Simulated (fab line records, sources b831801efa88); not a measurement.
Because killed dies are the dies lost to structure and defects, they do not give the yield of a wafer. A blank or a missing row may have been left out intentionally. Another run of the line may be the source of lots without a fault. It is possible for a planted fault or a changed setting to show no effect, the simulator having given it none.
Which tool is to blame? ; flow sky130 ; 14 lots with 42 wafers sampled at 4 steps, on a route of 708 steps

== WHAT THE GAUGES SHOWED, per wafer ==
SKY_POLY_GATE_OVL_MEAS_14.
lot;measured;on;POLY_GATE_OVL (nm)
L140;day 15 17:48;overlay-01;1 5 6
L142;day 16 18:50;overlay-01;-1 4 6
L143;day 17 07:41;overlay-01;4 4 2
L145;day 17 20:29;overlay-02;-6 -3 -2
L147;day 18 18:23;overlay-01;10 1 2
L148;day 19 00:32;overlay-01;1 -1 -1
L149;day 20 03:02;overlay-01;-1 -4 -10
L151;day 20 12:14;overlay-01;9 6 5
L155;day 21 16:59;overlay-01;9 -3 -1
L156;day 21 21:48;overlay-02;-7 -2 6
L159;day 23 06:20;overlay-01;1 3 1
L160;day 23 17:26;overlay-02;-3 3 2
L161;day 24 00:14;overlay-02;1 -3 2
L163;day 24 11:53;overlay-01;-5 -3 1

SKY_LDD_N_OVL_MEAS_07.
lot;measured;on;LDD_N_OVL (nm)
L140;day 17 02:37;overlay-01;-1.1 -2.2 1.6
L142;day 18 01:40;overlay-02;1.2 0.4 -1.1
L143;day 18 14:35;overlay-01;1.1 1.3 0.1
L145;day 19 04:43;overlay-01;0.2 -1.1 0.4
L147;day 20 04:31;overlay-02;0.1 2.0 1.4
L148;day 20 10:10;overlay-01;-1.2 0.8 0.9
L149;day 21 11:20;overlay-01;0.0 -0.1 0.5
L151;day 21 22:38;overlay-02;0.5 0.6 0.1
L155;day 23 01:20;overlay-01;-2.4 -1.4 -0.7
L156;day 23 05:53;overlay-01;0.4 -1.3 -0.7
L159;day 24 15:13;overlay-02;-1.5 0.7 -1.7
L160;day 25 00:47;overlay-01;-2.1 -2.3 -1.3
L161;day 25 07:34;overlay-01;-0.8 2.1 -0.5
L163;day 25 16:26;overlay-02;0.0 0.2 -0.9

SKY_LDD_HVN_OVL_MEAS_07.
lot;measured;on;LDD_HVN_OVL (nm)
L140;day 19 16:50;overlay-02;-0.2 -0.1 -0.4
L142;day 20 16:47;overlay-01;-2.0 -0.9 -0.6
L143;day 21 05:52;overlay-02;1.1 1.1 1.4
L145;day 21 19:58;overlay-01;3.8 2.6 1.4
L147;day 22 19:26;overlay-01;0.6 0.6 -0.4
L148;day 23 01:05;overlay-02;1.3 -0.7 1.9
L149;day 24 02:29;overlay-01;0.0 -1.8 1.0
L151;day 24 12:44;overlay-02;-2.5 0.3 0.0
L155;day 25 12:53;overlay-02;-2.5 -0.7 -2.1
L156;day 25 17:11;overlay-01;1.5 1.2 0.6
L159;day 27 01:05;overlay-02;-2.7 -2.5 -1.8
L160;day 27 10:29;overlay-01;2.2 3.7 1.7
L161;day 27 18:16;overlay-01;2.0 2.5 0.0
L163;day 28 02:28;overlay-01;0.7 0.8 0.2

== TOOL THAT RAN EACH LOT (tool first, then ch and the chambers of the sampled wafers, then the start) ==
lot;SKY_SONOS_ONO_WET_ETCH_18
L140;wetBench-01 ch 2, day 12 04:52
L142;wetBench-02 ch 1, day 13 03:17
L143;wetBench-03 ch 2, day 13 08:45
L145;wetBench-02 ch 0, day 13 22:58
L147;wetBench-02 ch 3, day 14 15:30
L148;wetBench-01 ch 1, day 15 02:10
L149;wetBench-01 ch 0, day 16 01:10
L151;wetBench-02 ch 3, day 16 10:01
L155;wetBench-02 ch 1, day 17 14:04
L156;wetBench-01 ch 0, day 17 19:35
L159;wetBench-01 ch 1, day 18 22:29
L160;wetBench-03 ch 3, day 19 14:27
L161;wetBench-02 ch 0, day 19 20:15
L163;wetBench-02 ch 0, day 20 09:35
- SKY_SONOS_ONO_WET_ETCH_18: etches Si3N4 in H3PO4, target depth 15 nm, time 172 s.

== WHAT THE TOOLS THEMSELVES READ (means of the sampled wafers that have a number; where no wafer has one, the mark that the record gives instead) ==
SKY_SONOS_ONO_WET_ETCH_18.
lot;tool;bathGuardTempC (C);bathHeatDutyPct (%)
L140;wetBench-01;160.4;32.1
L142;wetBench-02;160.6;29.9
L143;wetBench-03;159.9;30.0
L145;wetBench-02;160.0;27.4
L147;wetBench-02;160.3;26.9
L148;wetBench-01;160.2;29.0
L149;wetBench-01;160.2;25.1
L151;wetBench-02;160.4;27.4
L155;wetBench-02;-;-
L156;wetBench-01;-;-
L159;wetBench-01;160.3;28.8
L160;wetBench-03;159.8;27.0
L161;wetBench-02;160.0;26.3
L163;wetBench-02;160.2;26.8

== THE ANSWER, worked out from the rows above alone ==
Rule: what is usual is taken from the lots themselves. The widest of any qualifying gaps counts: lots, ordered by their means at a reading, are off when they make up no more than a third of the lots, leave a main group of 4 or more, and stand apart from it by 3 or more times the standard deviation of that group's means. A main group whose means are all the same, to the digits that the tables above print for the reading, isn't used. A lot without any number at a reading at which 4 lots or more have one is off too. Any other lot the step has rows for is counted as sound. Order of review: gauges by route order, followed by the tools' own readings, for which a lot's mean as printed above is used. The first step at which some lot is off is used, and at that step the reading that is off furthest; a lot without a number counts as furthest.
Off: L155, L156, at SKY_SONOS_ONO_WET_ETCH_18 (bathGuardTempC). Without a number there: L155, L156. For the main group the mean is 160.2 C and the standard deviation 0.22.
A tool fits if, at that step or a process step before it, it ran every lot that is off, and no sound lot after the first of them. None of those tried fits.

== WHAT THE SIMULATOR HAD PUT IN ==
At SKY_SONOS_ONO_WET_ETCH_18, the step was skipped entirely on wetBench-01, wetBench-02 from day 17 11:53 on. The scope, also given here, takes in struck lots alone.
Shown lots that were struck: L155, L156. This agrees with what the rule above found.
